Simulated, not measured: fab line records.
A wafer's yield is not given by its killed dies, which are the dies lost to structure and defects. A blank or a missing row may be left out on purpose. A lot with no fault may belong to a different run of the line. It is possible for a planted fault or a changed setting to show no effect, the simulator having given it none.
The same fault as seen by 2 desks / flow sky130 / every desk sees just its own numbers, and what lay behind them comes last

DESK OF THE TOOL OWNER: hdpcvd-01
The tool's own readings at SKY_CONTACT_HDPCVD_02 (deposits SiO2, target thk 565 nm, time 94.2 s): means of the sampled wafers that have a number, for each lot that ran on this tool. If a lot's mean is further than 4 standard deviations from the usual mean, the lot is out of limits and carries the mark OUT (the distance appears in the brackets).
Columns: A = pressure mtorr at SKY_CONTACT_HDPCVD_02, usual 6.002 mTorr; B = run length s at SKY_CONTACT_HDPCVD_02, usual 121.9 s
lot=L500; first seen here=day 34 19:26; A=5.995; B=122.1
lot=L501; first seen here=day 34 23:39; A=6.005; B=122.0
lot=L503; first seen here=day 35 09:15; A=6.001; B=121.8
lot=L505; first seen here=day 35 17:51; A=6.016; B=122.0
lot=L508; first seen here=day 37 11:14; A=6.012; B=121.9
Result from this desk: across the 5 lots, nothing is out of limits.

AT THE METROLOGY DESK
What the gauges read for every lot (on any tool): the sampled wafers with a number, averaged. If a lot's mean is further than 4 standard deviations from the usual mean, the lot is out of limits and carries the mark OUT (the distance appears in the brackets).
Columns: A = CONTACT_BOW at SKY_CONTACT_BOW_MEAS_05, usual 80 um
lot=L488; first seen here=day 30 14:36; A=84
lot=L493; first seen here=day 32 20:25; A=61
lot=L494; first seen here=day 33 12:12; A=56
lot=L497; first seen here=day 34 13:46; A=76
lot=L500; first seen here=day 34 19:53; A=75
lot=L501; first seen here=day 35 00:05; A=82
lot=L502; first seen here=day 35 09:31; A=78
lot=L503; first seen here=day 35 09:43; A=76
lot=L505; first seen here=day 35 18:19; A=83
lot=L506; first seen here=day 36 04:28; A=79
lot=L508; first seen here=day 37 11:41; A=86
lot=L510; first seen here=day 37 12:38; A=78
lot=L509; first seen here=day 37 14:25; A=77
lot=L511; first seen here=day 37 22:22; A=80
Result from this desk: across the 14 lots, nothing is out of limits.

ALL TOGETHER
The tool owner's desk saw nothing out of limits.
Nothing out of limits was seen by the metrology desk.

WHAT THE SIMULATOR PUT IN
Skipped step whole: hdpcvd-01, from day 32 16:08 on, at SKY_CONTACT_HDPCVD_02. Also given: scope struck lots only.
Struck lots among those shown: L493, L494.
